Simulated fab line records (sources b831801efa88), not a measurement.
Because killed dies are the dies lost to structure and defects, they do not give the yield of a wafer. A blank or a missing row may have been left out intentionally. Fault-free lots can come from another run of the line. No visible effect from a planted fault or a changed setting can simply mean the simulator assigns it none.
Problem report in the 8D (eight disciplines) form, filled by code ; flow gf180mcu ; the parts of the form that need people (team, actions taken, sign-off) are left out

1. PROBLEM STATEMENT
Wafers with no fault read 1493 W with a standard deviation of 5.1, whereas rf-fwd-power-W at GF_V3_ETCH_17 reads a mean of 1251 W on 1 wafer of 1 lot. That puts it -47 standard deviations away from the usual mean.
The step: etches SiO2 in C4F8/O2/Ar, stops on TiN, target depth 635 nm.
First observed at day 23 10:00: wafer L137.1, on rie-diel-01. The record holds 39 wafers of 13 lots with a number at this step. Rule for "out", or "out of limits": more than 4 standard deviations from the usual mean. Any other wafer with a number is counted as sound.

2. WHAT THIS IS AND IS NOT
question;is;is not
which readings at this step;rf-fwd-power-W;oes-product-au
which lots;L137;L134, L135, L136, L146, L147, L148, L150, L151, L152, L153, L155, L157
which wafers of those lots;L137.1;L137.2, L137.3
read on which tools;rie-diel-01;rie-diel-02, rie-diel-03
when;from day 23 10:00;"up to then (11 sound wafers); but 27 sound wafers of L146, L147, L148, L150, L151, L152, L153, L155, L157 came after"

3. WHAT RULES OUT EACH SUSPECT
Counting: a tool at a process step up to the reading stays a suspect if it ran every lot that is out. Sound lots after the first of them don't rule it out here, since some wafers of a struck lot are sound.
- rie-diel-01 at GF_V3_ETCH_17 (etches SiO2 in C4F8/O2/Ar, stops on TiN, target depth 635 nm): kept. It ran the lot that is out, L137 (day 23 10:00); its last sound lot up to then is L135 (day 22 05:00). On those wafers its own readings are out: rf-fwd-power-W.
- At GF_V3_ETCH_17, inside rie-diel-01: chamber 1 took the wafers that are out, while their sound lot-mates went through chambers 0, 2.
Left after counting: rie-diel-01 at GF_V3_ETCH_17.

4. THE CAUSE (what the simulator had put in)
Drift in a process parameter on rie-diel-01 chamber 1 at GF_V3_ETCH_17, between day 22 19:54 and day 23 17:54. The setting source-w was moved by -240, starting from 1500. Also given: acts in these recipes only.
After counting, this tool was the only one left.

5. SEQUENCE OF EFFECTS, ordered by route
One row per reading whose mean, taken over the struck wafers that have a number, lies over 3 standard deviations from the usual. Only readings whose record carries a usual standard deviation are examined. hours: median over the lots of the time between each lot's start at the first step of this table that gives one and its start at this step. sigmas: the change, counted in usual standard deviations.
hours;step;reading;usual;on struck wafers;change;sigmas
0;GF_V3_ETCH_17;rf-fwd-power-W;1493 W;1251;-242;-47
Process steps it contains:
- GF_V3_ETCH_17: etches SiO2 in C4F8/O2/Ar, stops on TiN, target depth 635 nm.

6. HOW IT WOULD HAVE BEEN CAUGHT EARLIER
The fault began at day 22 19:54; the first out-of-limits reading in this record came at day 23 10:00, 14 hours later.
